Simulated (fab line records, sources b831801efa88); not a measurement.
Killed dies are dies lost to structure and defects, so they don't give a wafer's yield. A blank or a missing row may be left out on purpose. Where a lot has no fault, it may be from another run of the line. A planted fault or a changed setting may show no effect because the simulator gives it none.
Chamber matching + flow gf180mcu + 3 sister chambers for GF_CONTACT_CVD_00 on hdpcvd-01
The step deposits SiO2, target thk 300 nm, time 50 s. 14 wafers are shown with their chamber, then 7 later ones without.

== EACH WAFER AND ITS CHAMBER ==
| wafer  | chamber | sih4-flow-sccm (sccm) |
|--------|---------|-----------------------|
| L463.1 | 1       | 59.98                 |
| L463.4 | 2       | 59.59                 |
| L463.6 | 1       | 59.98                 |
| L464.1 | 1       | 59.81                 |
| L464.3 | 2       | 60.19                 |
| L464.5 | 2       | 60.28                 |
| L466.1 | 1       | 59.78                 |
| L466.3 | 0       | 60.06                 |
| L466.4 | 2       | 60.11                 |
| L467.3 | 2       | 60.22                 |
| L467.4 | 1       | 60.00                 |
| L467.5 | 0       | 60.16                 |
| L483.1 | 0       | 60.08                 |
| L483.2 | 2       | 60.02                 |

SIGNATURES, as means of the wafers listed above
| reading        | chamber 0 | chamber 1 | chamber 2 | scatter within a chamber |
|----------------|-----------|-----------|-----------|--------------------------|
| sih4-flow-sccm | 60.1000   | 59.9100   | 60.0683   | 0.182                    |
Rule: for a wafer and a chamber, the distance is found by dividing, reading by reading, the gap between the wafer's reading and the chamber's mean by the reading's scatter, squaring, summing and taking the root. The wafer belongs to the nearest chamber; if the next one is less than 2 further off, it can't be placed. The scatter is the square root of a quotient: the sum, over the shown wafers, of each reading's squared deviation from its chamber's mean, divided by wafers minus chambers.

== WAFERS MISSING THEIR CHAMBER ==
| wafer  | sih4-flow-sccm (sccm) |
|--------|-----------------------|
| L483.3 | 60.10                 |
| L484.1 | 59.69                 |
| L484.4 | 59.63                 |
| L484.6 | 60.17                 |
| L486.1 | 60.12                 |
| L486.3 | 59.88                 |
| L486.4 | 60.03                 |

== WHICH CHAMBER EACH WENT THROUGH ==
| wafer  | from the rows above          | in truth |
|--------|------------------------------|----------|
| L483.3 | can't be placed: 0 or 2 or 1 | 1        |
| L484.1 | can't be placed: 1 or 2 or 0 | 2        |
| L484.4 | can't be placed: 1 or 2 or 0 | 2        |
| L484.6 | can't be placed: 0 or 2 or 1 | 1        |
| L486.1 | can't be placed: 0 or 2 or 1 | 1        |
| L486.3 | can't be placed: 1 or 2 or 0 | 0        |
| L486.4 | can't be placed: 2 or 0 or 1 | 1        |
Correct placement for 0 of the 7. Cannot be placed on the basis of these rows: 7; the candidates contain the true chamber in 7. 0 placed wrongly.
